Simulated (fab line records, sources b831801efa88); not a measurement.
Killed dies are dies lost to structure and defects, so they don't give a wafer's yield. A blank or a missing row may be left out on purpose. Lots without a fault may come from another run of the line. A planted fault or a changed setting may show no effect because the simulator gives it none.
Which tool did it? | flow gf180mcu | 6 lots, 18 wafers sampled, at 1 step of a route of 602

WHAT THE GAUGES READ, wafer by wafer
GF_STI_BOW_MEAS_00.
lot  | measured    | on            | INCOMING_BOW (um)
L187 | day 1 20:00 | film_metro-04 | 1 0 -12
L190 | day 2 11:00 | film_metro-02 | 4 -5 -5
L192 | day 2 21:01 | film_metro-04 | 1 18 6
L194 | day 3 07:00 | film_metro-04 | -4 0 -6
L197 | day 3 22:00 | film_metro-03 | 9 5 -2
L204 | day 5 09:00 | film_metro-03 | 9 -8 0

WHICH TOOL RAN EACH LOT (tool, then ch and the chambers of the sampled wafers, then the start)
The record holds no process step before these readings.

THE ANSWER, worked out from the rows above alone
Rule: what is usual is taken from the lots themselves. Put in order of their means at a reading, lots are off if they are a third of the lots or fewer, leave a main group of 4 or more, and stand apart from it by a gap of 3 or more times the standard deviation of the main group's means; of several such gaps the widest counts. A main group whose means are all the same, to the digits that the tables above print for the reading, isn't used. A lot without any number at a reading at which 4 lots or more have one is off too. The other lots that the step has rows for count as sound.
No lot is off at any reading shown: from this, nothing can be told.

WHAT THE SIMULATOR HAD PUT IN
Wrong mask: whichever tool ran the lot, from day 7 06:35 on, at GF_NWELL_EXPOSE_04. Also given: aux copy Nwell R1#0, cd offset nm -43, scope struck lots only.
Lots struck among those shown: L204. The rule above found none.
